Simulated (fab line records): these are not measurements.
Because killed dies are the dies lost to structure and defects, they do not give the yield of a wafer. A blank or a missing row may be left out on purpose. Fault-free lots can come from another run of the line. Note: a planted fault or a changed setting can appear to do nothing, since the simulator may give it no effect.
Chamber matching + flow gf180mcu + GF_CONTACT_CMP_04 on cmp-02: 4 sister chambers
The step polishes SiO2. 4 wafers are shown with their chamber, then 7 later ones without.

== WAFERS, EACH WITH ITS CHAMBER ==
| wafer  | chamber | motor-current-A (A) |
|--------|---------|---------------------|
| L923.3 | 0       | 10.6                |
| L923.4 | 1       | 10.1                |
| L924.2 | 2       | 11.2                |
| L924.3 | 3       | 11.0                |

== WAFERS MISSING THEIR CHAMBER ==
| wafer  | motor-current-A (A) |
|--------|---------------------|
| L924.4 | 10.3                |
| L925.1 | 10.6                |
| L925.4 | 10.5                |
| L925.5 | 11.0                |
| L926.1 | 10.3                |
| L926.4 | 11.1                |
| L926.6 | 10.1                |

== THE CHAMBER EACH PASSED THROUGH ==
| wafer  | from the rows above     | in truth                   |
|--------|-------------------------|----------------------------|
| L924.4 | can't be placed: 1 or 0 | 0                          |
| L925.1 | 0                       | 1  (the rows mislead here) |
| L925.4 | 0                       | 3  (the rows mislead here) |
| L925.5 | can't be placed: 3 or 2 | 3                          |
| L926.1 | can't be placed: 1 or 0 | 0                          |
| L926.4 | can't be placed: 2 or 3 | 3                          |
| L926.6 | 1                       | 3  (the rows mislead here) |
Placed correctly: 0 of 7. Can't be placed from these rows: 4 (the true chamber is among the candidates in 4). 3 placed wrongly.
How it was worked out, from the rows above alone: a wafer's distance from a chamber is the root of the sum, over the readings, of the square of ((its reading less the chamber's mean) divided by the reading's scatter). The wafer belongs to the nearest chamber; if the next one is less than 2 further off, it can't be placed. The mean given for a chamber averages the wafers shown for that chamber. The scatter: root of mean squared gap, hidden wafer to nearest shown wafer, with one shown wafer a chamber.
